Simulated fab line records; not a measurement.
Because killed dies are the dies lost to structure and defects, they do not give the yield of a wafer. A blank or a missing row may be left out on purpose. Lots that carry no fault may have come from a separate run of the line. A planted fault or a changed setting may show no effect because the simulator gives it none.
Which tool is to blame? | flow gf180mcu | 41 wafers from 14 lots sampled at 3 of the route's 602 steps

## WHAT THE GAUGES SHOWED, per wafer
GF_SAB_CD_MEAS_09: the cd target is 420 nm.
lot  | measured     | on       | cdNm (nm)
L467 | day 15 00:53 | cdSem-01 | 419.0 418.3 417.4
L468 | day 15 11:33 | cdSem-02 | 420.9 420.7 421.6
L469 | day 15 20:32 | cdSem-02 | 419.3 419.9 421.3
L470 | day 16 01:29 | cdSem-02 | 418.6 417.9 418.6
L471 | day 16 22:24 | cdSem-02 | 417.9 419.3 419.3
L472 | day 16 23:56 | cdSem-02 | 418.2 419.4 419.9
L473 | day 17 13:33 | cdSem-01 | 424.1 422.1 425.1
L475 | day 18 13:20 | cdSem-01 | 418.6 419.3 397.8
L479 | day 20 12:43 | cdSem-02 | 419.0 398.4
L483 | day 21 09:58 | cdSem-01 | 420.0 421.1 420.2
L487 | day 22 09:50 | cdSem-01 | 425.2 420.0 425.6
L488 | day 22 17:45 | cdSem-02 | 421.1 422.2 423.4
L489 | day 23 05:34 | cdSem-01 | 423.2 421.4 422.3
L490 | day 23 09:08 | cdSem-01 | 423.5 422.2 422.8

GF_CONTACT_CD_MEAS_14: the cd target is 220 nm.
lot  | measured     | on       | cdNm (nm)
L467 | day 16 00:38 | cdSem-02 | 218.7 218.2 218.8
L468 | day 16 11:03 | cdSem-02 | 218.1 219.8 220.3
L469 | day 16 21:05 | cdSem-01 | 220.8 219.6 221.8
L470 | day 17 01:30 | cdSem-01 | 221.1 220.2 221.3
L471 | day 17 23:07 | cdSem-02 | 219.8 220.5 219.7
L472 | day 18 01:39 | cdSem-02 | 223.1 222.4 222.3
L473 | day 18 14:40 | cdSem-02 | 220.7 220.5 220.2
L475 | day 19 15:38 | cdSem-02 | 219.8 221.2 221.0
L479 | day 21 14:49 | cdSem-02 | 221.4 221.8
L483 | day 22 10:20 | cdSem-02 | 221.8 221.5 221.4
L487 | day 23 10:38 | cdSem-02 | 219.5 218.4 219.2
L488 | day 23 18:22 | cdSem-02 | 219.9 221.1 219.7
L489 | day 24 05:41 | cdSem-02 | 220.3 219.3 220.4
L490 | day 24 08:23 | cdSem-02 | 222.1 222.3 221.8

## WHICH TOOL RAN EACH LOT (tool, then ch and the chambers of the sampled wafers, then the start)
lot  | GF_SAB_EXPOSE_06
L467 | ilineStepper-02 ch 0, day 14 14:20
L468 | ilineStepper-01 ch 0, day 15 01:26
L469 | ilineStepper-01 ch 0, day 15 09:44
L470 | ilineStepper-02 ch 0, day 15 14:37
L471 | ilineStepper-02 ch 0, day 16 11:38
L472 | ilineStepper-02 ch 0, day 16 12:41
L473 | ilineStepper-02 ch 0, day 17 02:39
L475 | ilineStepper-02 ch 0, day 18 01:53
L479 | ilineStepper-02 ch 0, day 20 00:34
L483 | ilineStepper-01 ch 0, day 20 22:09
L487 | ilineStepper-01 ch 0, day 21 22:12
L488 | ilineStepper-01 ch 0, day 22 06:13
L489 | ilineStepper-02 ch 0, day 22 18:33
L490 | ilineStepper-01 ch 0, day 22 21:43
- GF_SAB_EXPOSE_06: exposes mask SAB, target cd 420 nm.

## WHAT THE TOOLS THEMSELVES READ (means of the sampled wafers that have a number; where no wafer has one, the mark that the record gives instead)
The record holds no such reading with a usual standard deviation.

## THE ANSWER, worked out from the rows above alone
Rule: usual is defined by the lots themselves. Put in order of their means at a reading, lots are off if they are a third of the lots or fewer, leave a main group of 4 or more, and stand apart from it by a gap of 3 or more times the standard deviation of the main group's means; of several such gaps the widest counts. The tables above print the reading to a certain number of digits; a main group whose means all agree to those digits is not used. A lot without any number at a reading at which 4 lots or more have one is off too. Any other lot the step has rows for is counted as sound. The gauges are gone through in route order, then the tools' own readings, and for those a lot's mean is taken as printed above. The first step at which some lot is off is used, and at that step the reading that is off furthest; a lot without a number counts as furthest.
Off, at GF_SAB_CD_MEAS_09 on cdNm: L475, L479. For the main group the mean is 420.9 nm and the standard deviation 1.9.
If a tool, at a process step before that reading, ran all the lots that are off and no sound lot after the first of them, it fits. Gauges at GF_SAB_CD_MEAS_09: tried the same way as those tools. Not one of the candidates tried fits.

## WHAT THE SIMULATOR HAD INSERTED
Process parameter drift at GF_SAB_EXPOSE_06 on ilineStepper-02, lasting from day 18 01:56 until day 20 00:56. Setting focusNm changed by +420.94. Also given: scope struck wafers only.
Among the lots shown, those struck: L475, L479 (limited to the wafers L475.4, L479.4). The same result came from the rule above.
